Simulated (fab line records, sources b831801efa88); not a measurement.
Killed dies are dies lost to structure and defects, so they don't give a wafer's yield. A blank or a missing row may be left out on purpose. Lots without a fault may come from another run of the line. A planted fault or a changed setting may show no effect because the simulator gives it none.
fab line records | flow sky130
record lots=24 wafers=72 last_day=50
route steps=708 shown VIA2@519 METAL3@536 CAPM@540
lots that met no fault: from a run of the same line without faults
start_h: hours from the record's first day to the start of the lot's first wafer shown | wait_h: hours since the lot's step before | " the same as in the row above | L1.1+2: a row that stands for several wafers | - no value, or no start given | * or withheld: withheld | < > ~ a bound
route shown NAME@n: a module of which the file shows steps, and the number in the route of the first | usual: mean/standard deviation of fault-free wafers | same: alike in all rows | chamber/n: place in a boat | sites: the reading at each site | _std_site: their standard deviation | _edge_site: outer sites' mean less inner sites' | radius_mm: how far each site lies from the wafer's centre | mask NAME#n: copy n | behind: the tool/chamber that last shaped the wafer | hold: why the lot was held/for how many hours/how that ended | device: the transistor (n, p or np) that didn't switch | end of line: the same wafers' tests at the end of the route | a step without rows: its recipe alone | killed: dies lost to structure and defects at the first sort, not the wafer's yield | map: a wafer's dies, x killed, . not, _ none there
set.NAME: the setting as run; set.NAME@STEP: as run at that earlier step | model.NAME: the simulator's own value behind a step, which no gauge read
steps of the route over a sample of lots; a table a step, a row a wafer
services: from which hour (start_h, from the record's first day; less than 0 if before it) a tool's chamber was out of use, for how many hours, and why
## steps
# step SKY_VIA2_CD_MEAS_12
# recipe target_cd_nm=200
# usual cd_nm=200.6/1.5
# columns lot.wafer tool chamber start_h wait_h cd_nm
L074.1 cd_sem-01 - 854.57 - 200.6
L074.3 " - " " 201.0
L074.6 " - " " 202.0
L075.1 cd_sem-01 - 866.45 - 201.2
L075.4 " - " " 200.0
L075.5 " - " " 200.9
L076.1 cd_sem-01 - 874.97 - 198.9
L076.4 " - " " 199.5
L076.6 " - " " 199.6
L077.4 cd_sem-01 - 882.80 - 197.6
L077.5 " - " " 198.8
L077.6 " - " " 199.8
L078.1 cd_sem-02 - 886.97 - 203.0
L078.3 " - " " 203.4
L078.6 " - " " 203.6
L079.1 cd_sem-01 - 900.64 - 202.2
L079.3 " - " " 201.8
L079.5 " - " " 203.1
L080.1 cd_sem-01 - 903.12 - 200.8
L080.2 " - " " 202.6
L080.6 " - " " 202.2
L081.3 cd_sem-01 - 905.96 - 202.0
L081.4 " - " " 200.9
L081.5 " - " " 200.0
L082.1 cd_sem-02 - 913.22 - 200.3
L082.3 " - " " 200.5
L082.6 " - " " 199.2
L083.2 cd_sem-01 - 923.67 - 201.2
L083.3 " - " " 201.4
L083.4 " - " " 202.2
L084.1 cd_sem-02 - 925.10 - 201.6
L084.5 " - " " 201.1
L084.6 " - " " 201.7
L085.1 cd_sem-02 - 934.14 - 202.1
L085.2 " - " " 201.7
L085.3 " - " " 201.2
L087.1 cd_sem-02 - 947.15 - 198.7
L087.3 " - " " 199.8
L087.4 " - " " 199.2
L086.2 cd_sem-02 - 949.22 - 198.9
L086.3 " - " " 198.9
L086.4 " - " " 198.6
L088.4 cd_sem-02 - 949.93 - 199.9
L088.5 " - " " 203.7
L088.6 " - " " 203.0
L089.1 cd_sem-02 - 964.72 - 201.5
L089.2 " - " " 201.9
L089.4 " - " " 202.9
L090.1 cd_sem-02 - 971.14 - 199.2
L090.4 " - " " 197.5
L090.6 " - " " 198.6
L091.2 cd_sem-02 - 974.21 - 200.2
L091.5 " - " " 200.1
L091.6 " - " " 199.1
L092.2 cd_sem-01 - 979.06 - 199.9
L092.3 " - " " 200.9
L092.4 " - " " 200.7
L093.3 cd_sem-02 - 992.44 - 200.8
L093.4 " - " " 198.8
L093.5 " - " " 199.4
L094.1 cd_sem-01 - 995.72 - 201.0
L094.4 " - " " 200.6
L094.5 " - " " 203.5
L095.2 cd_sem-01 - 998.62 - 200.4
L095.3 " - " " 199.1
L095.6 " - " " 201.0
L096.2 cd_sem-02 - 1006.57 - 197.6
L096.4 " - " " 199.9
L096.6 " - " " 197.9
L097.4 cd_sem-01 - 1015.23 - 199.8
L097.5 " - " " 199.7
L097.6 " - " " 199.7
# step SKY_VIA2_STRIP_16
# recipe chemistry=O2/N2 power_w=1400 pressure_mtorr=1500 platen_temp_c=withheld o2_flow_sccm=3000 n2_flow_sccm=300 overash_fraction=0.5
# usual drypump_motor_current_A=6.2/0.38 oes_product_au=0.398/0.0046 strip_time_to_endpoint_s=4.05/0.035
# columns lot.wafer tool chamber start_h wait_h drypump_motor_current_A oes_product_au rf_hours_counter_h strip_time_to_endpoint_s
L074.1 plasma_asher-03 1 854.83 0.0 6.4 0.397 12 4.07
L074.3 " 0 " " 5.6 0.401 - 4.00
L074.6 " 0 " " 5.6 0.397 - 4.03
L075.1 plasma_asher-04 1 866.71 0.0 5.8 0.398 106 3.97
L075.4 " 1 " " 5.8 0.392 - 4.02
L075.5 " 0 " " 6.4 0.406 - 4.04
L076.1 plasma_asher-03 0 875.23 0.0 5.7 0.404 14 4.10
L076.4 " 1 " " 6.4 0.398 - 4.13
L076.6 " 0 " " 5.7 0.401 - 4.11
L077.4 plasma_asher-01 0 883.03 0.1 6.7 0.394 - 4.02
L077.5 " 1 " " 6.4 0.390 - 4.05
L077.6 " 0 " " 6.7 0.394 - 4.01
L078.1 plasma_asher-01 1 887.23 0.0 6.4 0.401 44 4.09
L078.3 " 0 " " 6.7 0.401 - 4.07
L078.6 " 1 " " 6.3 0.404 - 4.04
L079.1 plasma_asher-03 1 900.90 0.0 6.4 0.402 17 4.01
L079.3 " 1 " " 6.4 0.398 - 4.01
L079.5 " 0 " " 5.7 0.393 - 4.01
L080.1 plasma_asher-03 1 903.38 0.0 6.4 0.400 17 4.04
L080.2 " 0 " " 5.7 0.398 17 3.99
L080.6 " 1 " " 6.4 0.400 - 4.06
L081.3 plasma_asher-04 1 906.21 0.1 5.8 0.396 - 4.04
L081.4 " 0 " " 6.4 0.390 - 4.03
L081.5 " 0 " " 6.3 0.405 - 4.02
L082.1 plasma_asher-03 1 913.48 0.0 6.4 0.396 18 4.07
L082.3 " 0 " " 5.6 0.394 - 4.07
L082.6 " 0 " " 5.7 0.398 - 4.07
L083.2 plasma_asher-03 1 923.91 0.0 6.4 0.400 19 4.08
L083.3 " 0 " " 5.7 0.398 - 4.05
L083.4 " 1 " " 6.4 0.403 - 4.10
L084.1 plasma_asher-04 0 925.36 0.0 6.4 0.404 111 4.04
L084.5 " 0 " " 6.4 0.403 - 4.07
L084.6 " 1 " " 5.8 0.408 - 4.11
L085.1 plasma_asher-03 0 934.40 0.0 5.7 0.402 20 4.00
L085.2 " 1 " " 6.4 0.405 20 4.08
L085.3 " 1 " " 6.4 0.396 - 4.07
L087.1 plasma_asher-03 1 947.41 0.0 6.4 0.405 21 4.08
L087.3 " 1 " " 6.4 0.399 - 4.03
L087.4 " 0 " " 5.7 0.403 - 4.02
L086.2 plasma_asher-01 1 949.46 0.0 6.4 0.399 50 4.09
L086.3 " 0 " " 6.7 0.405 - 4.11
L086.4 " 1 " " 6.4 0.394 - 4.04
L088.4 plasma_asher-03 0 950.16 0.1 5.7 0.393 - 4.10
L088.5 " 1 " " 6.4 0.396 - 4.05
L088.6 " 0 " " 5.6 0.405 - 4.09
L089.1 plasma_asher-01 1 964.98 0.0 6.4 0.398 52 4.03
L089.2 " 0 " " 6.7 0.402 52 4.01
L089.4 " 1 " " 6.4 0.397 - 4.06
L090.1 plasma_asher-03 1 971.40 0.0 6.4 0.399 24 4.01
L090.4 " 0 " " 5.6 0.397 - 4.10
L090.6 " 0 " " 5.7 0.407 - 4.09
L091.2 plasma_asher-04 1 974.45 0.0 5.8 0.402 116 4.02
L091.5 " 0 " " 6.4 0.392 - 4.03
L091.6 " 1 " " 5.8 0.393 - 3.99
L092.2 plasma_asher-01 1 979.30 0.0 6.4 0.404 53 4.08
L092.3 " 1 " " 6.4 0.400 - 4.10
L092.4 " 0 " " 6.7 0.407 - 4.10
L093.3 plasma_asher-03 0 992.70 0.1 5.7 0.402 - 4.02
L093.4 " 1 " " 6.4 0.390 - 4.05
L093.5 " 1 " " 6.4 0.404 - 4.09
L094.1 plasma_asher-03 1 995.98 0.0 6.4 0.403 26 4.07
L094.4 " 0 " " 5.7 0.401 - 4.04
L094.5 " 0 " " 5.7 0.400 - 4.04
L095.2 plasma_asher-01 0 998.86 0.0 6.7 0.407 55 4.06
L095.3 " 1 " " 6.4 0.397 - 4.04
L095.6 " 0 " " 6.7 0.401 - 4.02
L096.2 plasma_asher-04 0 1006.81 0.0 6.4 0.387 119 3.95
L096.4 " 1 " " 5.8 0.390 - 3.99
L096.6 " 0 " " 6.3 0.391 - 4.01
L097.4 plasma_asher-04 0 1015.46 0.1 6.4 0.396 - 4.08
L097.5 " 0 " " 6.4 0.398 - 4.09
L097.6 " 1 " " 5.8 0.398 - 4.07
# step SKY_VIA2_CMP_24
# recipe stop_on=SiO2 t_overpolish_s=20 down_force_psi=3.5 platen_rpm=60 target_thk_nm=0 pad_velocity_m_s=0.94248
# usual motor_current_A=10.9/1.1 overpolish_run_s=20.000/0.0076 time_to_endpoint_s=103/3.8
# columns lot.wafer tool chamber start_h wait_h motor_current_A overpolish_run_s time_to_endpoint_s
L074.1 cmp-01 3 856.00 0.2 12.2 20.002 103
L074.3 " 2 " " 8.8 20.006 101
L074.6 " 3 " " 11.9 20.013 103
L075.1 cmp-02 1 868.02 0.1 11.0 19.999 103
L075.4 " 3 " " 11.9 20.018 104
L075.5 " 1 " " 11.1 19.998 98
L076.1 cmp-02 1 876.22 0.1 11.4 19.988 102
L076.4 " 3 " " 12.1 20.002 103
L076.6 " 2 " " 11.5 20.006 104
L077.4 cmp-01 3 884.04 0.1 11.7 19.992 101
L077.5 " 2 " " 8.3 20.000 99
L077.6 " 3 " " 11.4 20.006 104
L078.3 cmp-01 1 888.26 0.1 9.9 20.002 107
L078.1 " 3 " " 11.8 20.001 99
L078.6 " 1 " " 10.7 20.006 108
L079.1 cmp-02 3 901.93 0.1 11.9 20.004 111
L079.3 " 0 " " 12.0 20.005 100
L079.5 " 2 " " 10.8 20.008 103
L080.1 cmp-02 1 904.34 0.1 10.8 20.008 98
L080.2 " 2 " " 10.9 20.004 102
L080.6 " 1 " " 11.4 20.004 101
L081.3 cmp-01 1 907.26 0.1 10.8 19.999 109
L081.4 " 3 " " 11.8 19.989 100
L081.5 " 1 " " 10.3 20.005 108
L082.3 cmp-01 0 914.49 0.1 11.1 20.003 107
L082.1 " 2 " " 8.6 19.996 95
L082.6 " 3 " " 12.1 20.000 102
L083.2 cmp-02 0 924.88 0.0 11.9 20.008 102
L083.3 " 1 " " 10.9 20.014 102
L083.4 " 2 " " 11.7 20.000 109
L084.1 cmp-02 0 926.34 0.1 11.6 19.997 105
L084.6 " 0 " " 12.1 20.001 100
L084.5 " 1 " " 10.9 20.002 101
L085.1 cmp-01 0 935.36 0.1 10.7 19.999 104
L085.2 " 2 " " 7.9 19.995 96
L085.3 " 3 " " 11.1 19.977 98
L087.1 cmp-02 1 948.38 0.1 11.0 20.001 103
L087.4 " 3 " " 11.7 19.988 105
L087.3 " 0 " " 11.7 19.994 100
L086.4 cmp-01 2 950.46 0.0 8.1 19.992 101
L086.2 " 0 " " 11.1 20.008 101
L086.3 " 1 " " 10.3 20.002 108
L088.4 cmp-02 0 951.17 0.1 12.1 19.995 100
L088.5 " 3 " " 11.5 19.996 103
L088.6 " 0 " " 11.2 19.988 102
L089.4 cmp-01 1 966.00 0.1 10.3 19.994 104
L089.1 " 2 " " 8.2 19.994 96
L089.2 " 3 " " 11.7 20.012 96
L090.4 cmp-01 1 972.45 0.1 10.4 19.993 109
L090.1 " 3 " " 11.7 20.003 99
L090.6 " 0 " " 11.3 20.005 105
L091.2 cmp-01 2 976.13 0.7 8.3 19.987 98
L091.6 " 2 " " 8.5 19.993 101
L091.5 " 3 " " 11.3 20.001 98
L092.2 cmp-02 3 980.26 0.0 11.8 19.998 102
L092.4 " 0 " " 11.3 19.999 102
L092.3 " 2 " " 10.8 19.996 108
L093.4 cmp-01 3 993.63 0.0 11.2 19.994 100
L093.3 " 2 " " 8.3 20.015 104
L093.5 " 3 " " 11.8 20.014 102
L094.4 cmp-01 2 997.03 0.1 8.4 19.989 97
L094.1 " 0 " " 10.5 20.010 104
L094.5 " 1 " " 10.7 19.983 109
L095.3 cmp-01 0 999.89 0.1 11.3 20.001 101
L095.2 " 2 " " 9.0 20.007 96
L095.6 " 0 " " 10.7 19.992 99
L096.2 cmp-02 0 1007.78 0.0 11.5 20.006 100
L096.4 " 2 " " 11.5 19.998 107
L096.6 " 0 " " 12.4 19.998 101
L097.4 cmp-02 2 1016.54 0.2 11.1 20.001 107
L097.5 " 3 " " 11.6 19.998 101
L097.6 " 0 " " 11.3 20.001 100
# step SKY_METAL3_SPUTTER_04
# recipe material=TiN target_thk_nm=70 power_w=6500 time_s=58.3 chamber_pressure_pa=0.4
# usual throttle_valve_pct=30.2/0.89
# same time_s=58.3
# columns lot.wafer tool chamber start_h wait_h throttle_valve_pct
L074.1 pvd_sputter-03 - 856.40 0.0 31.1
L074.3 " - " " 28.9
L074.6 " - " " 31.4
L075.1 pvd_sputter-03 - 868.43 0.0 29.5
L075.4 " - " " 29.1
L075.5 " - " " 29.1
L076.1 pvd_sputter-03 - 876.63 0.0 29.3
L076.4 " - " " 31.3
L076.6 " - " " 29.8
L077.4 pvd_sputter-03 - 884.40 0.0 29.9
L077.5 " - " " 29.4
L077.6 " - " " 29.0
L078.1 pvd_sputter-01 - 888.64 0.0 29.9
L078.3 " - " " 31.6
L078.6 " - " " 32.6
L079.1 pvd_sputter-03 - 902.28 0.0 29.1
L079.3 " - " " 31.0
L079.5 " - " " 31.0
L080.1 pvd_sputter-03 - 904.75 0.0 29.0
L080.2 " - " " 31.0
L080.6 " - " " 30.0
L081.3 pvd_sputter-04 - 907.62 0.0 29.8
L081.4 " - " " 29.4
L081.5 " - " " 29.2
L082.1 pvd_sputter-03 - 914.85 0.0 30.0
L082.3 " - " " 31.4
L082.6 " - " " 31.2
L083.2 pvd_sputter-01 - 925.29 0.0 31.7
L083.3 " - " " 30.3
L083.4 " - " " 30.1
L084.1 pvd_sputter-04 - 926.74 0.0 30.1
L084.5 " - " " 30.1
L084.6 " - " " 30.3
L085.1 pvd_sputter-03 - 935.77 0.0 29.2
L085.2 " - " " 29.9
L085.3 " - " " 31.2
L087.1 pvd_sputter-04 - 948.79 0.0 30.3
L087.3 " - " " 30.1
L087.4 " - " " 30.0
L086.2 pvd_sputter-01 - 950.86 0.0 32.6
L086.3 " - " " 30.2
L086.4 " - " " 30.2
L088.4 pvd_sputter-03 - 951.53 0.0 31.0
L088.5 " - " " 29.6
L088.6 " - " " 30.9
L089.1 pvd_sputter-04 - 966.36 0.0 29.8
L089.2 " - " " 30.1
L089.4 " - " " 30.0
L090.1 pvd_sputter-03 - 972.81 0.0 29.4
L090.4 " - " " 31.3
L090.6 " - " " 29.1
L091.2 pvd_sputter-04 - 976.54 0.0 30.0
L091.5 " - " " 30.0
L091.6 " - " " 29.8
L092.2 pvd_sputter-01 - 980.69 0.0 31.4
L092.3 " - " " 30.1
L092.4 " - " " 30.0
L093.3 pvd_sputter-04 - 994.03 0.0 29.2
L093.4 " - " " 30.2
L093.5 " - " " 29.8
L094.1 pvd_sputter-04 - 997.39 0.0 30.1
L094.4 " - " " 29.4
L094.5 " - " " 30.5
L095.2 pvd_sputter-03 - 1000.24 0.0 29.3
L095.3 " - " " 29.4
L095.6 " - " " 31.1
L096.2 pvd_sputter-01 - 1008.18 0.0 30.0
L096.4 " - " " 30.1
L096.6 " - " " 29.9
L097.4 pvd_sputter-01 - 1016.80 0.0 31.4
L097.5 " - " " 31.5
L097.6 " - " " 30.3
# step SKY_CAPM_RS_MEAS_03
# recipe thk_meas_gauge=four-point-probe reads=TiN_of_CAPM_SPUTTER_02
# usual CAPM_TIN_RS=6.87/0.068
# columns lot.wafer tool chamber start_h wait_h CAPM_TIN_RS[ohm/sq]
L074.1 film_metro-02 - 856.64 0.1 6.89
L074.3 " - " " 6.88
L074.6 " - " " 6.83
L075.1 film_metro-03 - 868.67 0.1 6.99
L075.4 " - " " 6.91
L075.5 " - " " 6.86
L076.1 film_metro-02 - 876.87 0.1 6.96
L076.4 " - " " 6.86
L076.6 " - " " 6.87
L077.4 film_metro-03 - 884.70 0.1 6.83
L077.5 " - " " 6.86
L077.6 " - " " 6.91
L078.1 film_metro-02 - 888.89 0.1 6.84
L078.3 " - " " 6.84
L078.6 " - " " 6.91
L079.1 film_metro-02 - 902.52 0.1 6.96
L079.3 " - " " 6.84
L079.5 " - " " 6.91
L080.1 film_metro-01 - 904.99 0.1 6.87
L080.2 " - " " 6.90
L080.6 " - " " 6.93
L081.3 film_metro-02 - 907.90 0.1 6.96
L081.4 " - " " 6.93
L081.5 " - " " 6.94
L082.1 film_metro-01 - 915.09 0.1 6.86
L082.3 " - " " 6.82
L082.6 " - " " 6.86
L083.2 film_metro-02 - 925.56 0.1 6.82
L083.3 " - " " 6.87
L083.4 " - " " 6.77
L084.1 film_metro-03 - 926.98 0.1 6.92
L084.5 " - " " 6.89
L084.6 " - " " 6.93
L085.1 film_metro-03 - 936.01 0.1 6.82
L085.2 " - " " 6.81
L085.3 " - " " 6.93
L087.1 film_metro-02 - 949.03 0.1 6.95
L087.3 " - " " 6.90
L087.4 " - " " 6.91
L086.2 film_metro-01 - 951.12 0.1 6.89
L086.3 " - " " 6.90
L086.4 " - " " 6.87
L088.4 film_metro-01 - 951.84 0.1 6.84
L088.5 " - " " 6.86
L088.6 " - " " 6.79
L089.1 film_metro-03 - 966.60 0.1 6.87
L089.2 " - " " 6.91
L089.4 " - " " 6.95
L090.1 film_metro-01 - 973.05 0.1 6.94
L090.4 " - " " 6.88
L090.6 " - " " 6.90
L091.2 film_metro-01 - 976.80 0.1 6.86
L091.5 " - " " 6.94
L091.6 " - " " 6.86
L092.2 film_metro-03 - 980.95 0.1 6.99
L092.3 " - " " 6.89
L092.4 " - " " 6.90
L093.3 film_metro-01 - 994.32 0.1 6.82
L093.4 " - " " 6.83
L093.5 " - " " 6.74
L094.1 film_metro-02 - 997.64 0.1 6.71
L094.4 " - " " 6.75
L094.5 " - " " 6.68
L095.2 film_metro-02 - 1000.50 0.1 6.80
L095.3 " - " " 6.81
L095.6 " - " " 6.79
L096.2 film_metro-02 - 1008.44 0.1 6.87
L096.4 " - " " 6.86
L096.6 " - " " 6.82
L097.4 film_metro-02 - 1017.10 0.1 6.87
L097.5 " - " " 6.87
L097.6 " - " " 7.02
# step SKY_CAPM_OVL_MEAS_12
# usual CAPM_OVL=-1.0/1.6
# columns lot.wafer tool chamber start_h wait_h CAPM_OVL[nm]
L074.1 overlay-02 - 882.01 0.1 0.5
L074.3 " - " " 0.2
L074.6 " - " " 0.7
L075.1 overlay-01 - 894.20 0.1 -1.3
L075.4 " - " " 0.1
L075.5 " - " " -1.2
L076.1 overlay-02 - 901.57 0.1 -2.6
L076.4 " - " " -1.7
L076.6 " - " " -3.7
L077.4 overlay-01 - 909.97 0.1 -1.4
L077.5 " - " " 0.1
L077.6 " - " " -0.1
L078.1 overlay-01 - 914.16 0.1 0.6
L078.3 " - " " -1.6
L078.6 " - " " 1.4
L079.1 overlay-02 - 927.31 0.1 0.5
L079.3 " - " " 0.6
L079.5 " - " " 0.1
L080.1 overlay-02 - 929.12 0.1 -1.4
L080.2 " - " " -1.2
L080.6 " - " " -0.5
L081.3 overlay-02 - 931.96 0.1 0.0
L081.4 " - " " -1.0
L081.5 " - " " 0.0
L082.1 overlay-01 - 939.65 0.1 -3.2
L082.3 " - " " -2.9
L082.6 " - " " -2.5
L083.2 overlay-01 - 949.87 0.1 1.0
L083.3 " - " " -1.1
L083.4 " - " " -1.5
L084.1 overlay-01 - 951.16 0.1 -2.8
L084.5 " - " " -2.1
L084.6 " - " " -1.6
L085.1 overlay-02 - 960.06 0.1 1.3
L085.2 " - " " 0.0
L085.3 " - " " 3.0
L087.1 overlay-01 - 973.91 0.1 1.0
L087.3 " - " " 1.0
L087.4 " - " " 0.7
L086.2 overlay-02 - 975.72 0.1 -3.3
L086.3 " - " " -4.4
L086.4 " - " " -3.0
L088.4 overlay-01 - 975.87 0.1 -1.2
L088.5 " - " " 0.3
L088.6 " - " " 0.7
L089.1 overlay-01 - 990.22 0.1 -2.9
L089.2 " - " " -2.8
L089.4 " - " " -2.2
L090.1 overlay-01 - 996.37 0.1 -0.6
L090.4 " - " " -2.1
L090.6 " - " " -1.2
L091.2 overlay-01 - 1000.72 0.1 -4.4
L091.5 " - " " -4.1
L091.6 " - " " -3.2
L092.2 overlay-01 - 1003.81 0.1 -3.4
L092.3 " - " " -1.5
L092.4 " - " " -3.0
L093.3 overlay-01 - 1017.47 0.1 0.3
L093.4 " - " " -0.3
L093.5 " - " " 0.1
L094.1 overlay-02 - 1020.96 0.1 -2.3
L094.4 " - " " -1.2
L094.5 " - " " -2.5
L095.2 overlay-01 - 1023.63 0.1 1.1
L095.3 " - " " 0.7
L095.6 " - " " 1.5
L096.2 overlay-02 - 1030.82 0.1 -0.4
L096.4 " - " " 0.2
L096.6 " - " " -1.1
L097.4 overlay-02 - 1039.47 0.1 -3.0
L097.5 " - " " -1.1
L097.6 " - " " -0.9
## services
# columns tool chamber start_h hours kind
plasma_asher-01 - 836.00 26.8 repair
cmp-01 - 895.70 7.0 pm
cmp-02 - 912.00 4.0 pm
cmp-02 - 916.00 - consumable_replace:conditioner
cmp-02 - 916.00 - consumable_replace:pad
pvd_sputter-03 2 932.65 - consumable_replace:kit
pvd_sputter-03 2 932.65 18.0 scheduled_down
pvd_sputter-03 2 932.65 18.0 vent_cycle
plasma_asher-04 - 940.01 3.9 repair
pvd_sputter-04 - 954.05 1.5 repair
pvd_sputter-03 - 963.17 1.2 repair
pvd_sputter-04 1 964.25 - consumable_replace:kit
pvd_sputter-04 1 964.25 18.0 scheduled_down
pvd_sputter-04 1 964.25 18.0 vent_cycle
cmp-02 - 970.80 5.8 repair
## key
fault none
